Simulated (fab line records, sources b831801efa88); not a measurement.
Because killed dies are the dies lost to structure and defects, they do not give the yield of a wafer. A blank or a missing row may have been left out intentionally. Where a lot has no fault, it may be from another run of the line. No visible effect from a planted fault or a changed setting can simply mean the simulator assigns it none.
The tool behind it: which one? + flow sky130 + route of 708 steps, sampled at 1 step: 11 lots, 33 wafers

== WHAT THE GAUGES SHOWED, per wafer ==
SKY_CONTACT_RS_MEAS_25: a four-point-probe measurement.
| lot  | measured     | on           | CONTACT_W_RS (ohm/sq) |
|------|--------------|--------------|-----------------------|
| L733 | day 31 13:38 | filmMetro-03 | 0.3428 0.3391 0.3421  |
| L735 | day 32 12:54 | filmMetro-04 | 0.3357 0.3290 0.3339  |
| L736 | day 33 04:19 | filmMetro-04 | 0.3382 0.3380 0.3374  |
| L740 | day 34 01:36 | filmMetro-03 | 0.3337 0.3343 0.3379  |
| L741 | day 34 15:14 | filmMetro-03 | 0.3361 0.3375 0.3337  |
| L743 | day 35 00:51 | filmMetro-03 | 0.3410 0.3366 0.3364  |
| L751 | day 38 01:38 | filmMetro-04 | 0.3364 0.3428 0.3385  |
| L753 | day 38 03:54 | filmMetro-04 | 0.3328 0.3359 0.3350  |
| L752 | day 38 04:59 | filmMetro-03 | 0.3347 0.3338 0.3352  |
| L754 | day 38 10:04 | filmMetro-03 | 0.3331 0.3362 0.3344  |
| L755 | day 38 19:54 | filmMetro-03 | 0.3307 0.3323 0.3348  |

== TOOL THAT RAN EACH LOT (tool first, then ch and the chambers of the sampled wafers, then the start) ==
The record holds no process step before these readings.

== THE ANSWER, worked out from the rows above alone ==
Rule: the usual values come from the lots themselves. Put in order of their means at a reading, lots are off if they are a third of the lots or fewer, leave a main group of 4 or more, and stand apart from it by a gap of 3 or more times the standard deviation of the main group's means; of several such gaps the widest counts. A main group whose means are all the same, to the digits that the tables above print for the reading, isn't used. Also off: a lot with no number at a reading for which 4 or more lots have one. The other lots that the step has rows for count as sound.
Across all readings shown, no lot is off: no conclusion can be drawn from this.

== WHAT THE SIMULATOR HAD PUT IN ==
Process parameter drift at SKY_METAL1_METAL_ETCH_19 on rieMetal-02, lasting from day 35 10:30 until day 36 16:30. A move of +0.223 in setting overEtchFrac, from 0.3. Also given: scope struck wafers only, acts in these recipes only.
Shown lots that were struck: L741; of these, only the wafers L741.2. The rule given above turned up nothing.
